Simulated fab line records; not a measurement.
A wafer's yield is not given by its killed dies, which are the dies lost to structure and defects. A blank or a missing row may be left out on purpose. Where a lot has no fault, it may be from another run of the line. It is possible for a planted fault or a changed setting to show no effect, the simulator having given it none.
A struck lot beside a sound one | flow sky130 | 15 out of 708 route steps
Sound: these wafers, L626.2, L626.3, L626.4. Struck: wafer L622.4 (left out: L622.2, L622.3 of the same lot, which were not struck); the cause appears at the end.
Per side, at each step with rows, come the tool, then ch with its chambers, and then its first start. Under that, the readings that differ: sound wafers | struck wafers | difference of the means | sigmas: that difference in standard deviations of wafers without a fault.
alike: readings with means less than 2 such deviations apart, plus words and numbers identical on both sides. not compared: withheld readings, readings lacking a value on some wafer, bounds such as >300 that could conceal the same value, and numbers that have no deviation in the record and whose values overlap.
The two part at a step that has a row with sigmas, a row that says differs or no value, or rows on one side only. When numbers do not overlap yet have no deviation, they are printed without sigmas and do not part them. Lack of a reading on every wafer of one side parts them only where that side has two or more wafers.

SKY_VIA2_CD_MEAS_12: the cd target is 200 nm.
  sound on cd-sem-02 at day 42 05:10; struck on cd-sem-01 at day 41 08:14
  alike: cd-nm
SKY_VIA2_OVL_MEAS_13:
  sound on overlay-01 at day 42 05:17; struck on overlay-01 at day 41 08:21
  alike: VIA2_OVL
SKY_VIA2_ETCH_14: etches BARC in N2/H2, stops on SiO2, time 45.9 s, target depth 60 nm.
  sound on rie-diel-04 ch 0,1,3, day 42 05:19; struck on rie-diel-04 ch 3, day 41 08:23
  alike: drypump-motor-current-A, h2-flow-sccm, oes-product-au, throttle-valve-pct
  not compared: rf-hours-counter-h
SKY_VIA2_ETCH_15: etches SiO2 in C4F8/O2/Ar, stops on TiN, target depth 546 nm, time 84 s.
  sound on rie-diel-04 ch 0,1,3, day 42 05:21; struck on rie-diel-04 ch 3, day 41 08:25
  alike: oes-product-au
  not compared: rf-hours-counter-h
SKY_VIA2_STRIP_16: strips in O2/N2.
  sound on plasma-asher-02 ch 0,1, day 42 05:25; struck on plasma-asher-02 ch 0, day 41 08:29
  alike: drypump-motor-current-A, oes-product-au, strip-time-to-endpoint-s
  not compared: rf-hours-counter-h
then, 4 steps without rows for these wafers: SKY_VIA2_STRIP_17 (strips in post etch residue remover, time 1200 s); SKY_VIA2_CLEAN_18 (cleans in IPA, time 180 s); SKY_VIA2_CLEAN_19 (cleans in O3/DIW); SKY_VIA2_SPUTTER_20 (material TiN, target thk 20 nm, time 80 s).
SKY_VIA2_CVD_21: deposits W, target thk 420 nm, time 126.4 s.
  sound on cvd-w-01 ch 0,1, day 42 06:04; struck on cvd-w-02 ch 1, day 41 09:08
  reading            | sound       | struck | difference | sigmas
  heater-power-w (W) | 705 705 835 | 915    | +167       | +2
  alike: heater-power-outer-w
SKY_VIA2_RS_MEAS_22: uses a four-point probe to measure.
  sound on film-metro-02 at day 42 06:13; struck on film-metro-02 at day 41 09:17
  alike: VIA2_W_RS
SKY_VIA2_THK_MEAS_23: measures by xrf.
  sound on film-metro-02 at day 42 06:19; struck on film-metro-02 at day 41 09:24
  alike: VIA2_W_THK
SKY_VIA2_CMP_24: polishes, stops on SiO2, t overpolish 20 s, target thk 0 nm.
  sound on cmp-02 ch 0,1,3, day 42 06:22; struck on cmp-01 ch 0, day 41 09:27
  reading                | sound                | struck | difference | sigmas
  overpolish-run-s (s)   | 19.992 20.002 20.008 | 0.041  | -19.960    | -99 or more
  time-to-endpoint-s (s) | 102 100 100          | 155    | +54        | +18
  alike: motor-current-A, slurry-flow-ml-min
SKY_METAL3_SPUTTER_00: material Ti, target thk 15 nm, time 10 s.
  rows exist in the record for the sound wafers here (pvd-sputter-04, day 42 06:40), none for the struck ones
-- the record jumps here: 8 days lie between the struck wafers' starts before and after (it left off in module METAL3 and takes up again in module PAD_OPEN, whose first step shown is number 708 of the route) --
SKY_PAD_OPEN_PROBE_99:
  the record has rows for the struck wafers here (prober-01, day 49 16:28) and none for the sound ones

## WHERE THEY PART
At SKY_VIA2_CVD_21 first; at SKY_PAD_OPEN_PROBE_99 last (within this record only).

WHY: what the simulator had put in
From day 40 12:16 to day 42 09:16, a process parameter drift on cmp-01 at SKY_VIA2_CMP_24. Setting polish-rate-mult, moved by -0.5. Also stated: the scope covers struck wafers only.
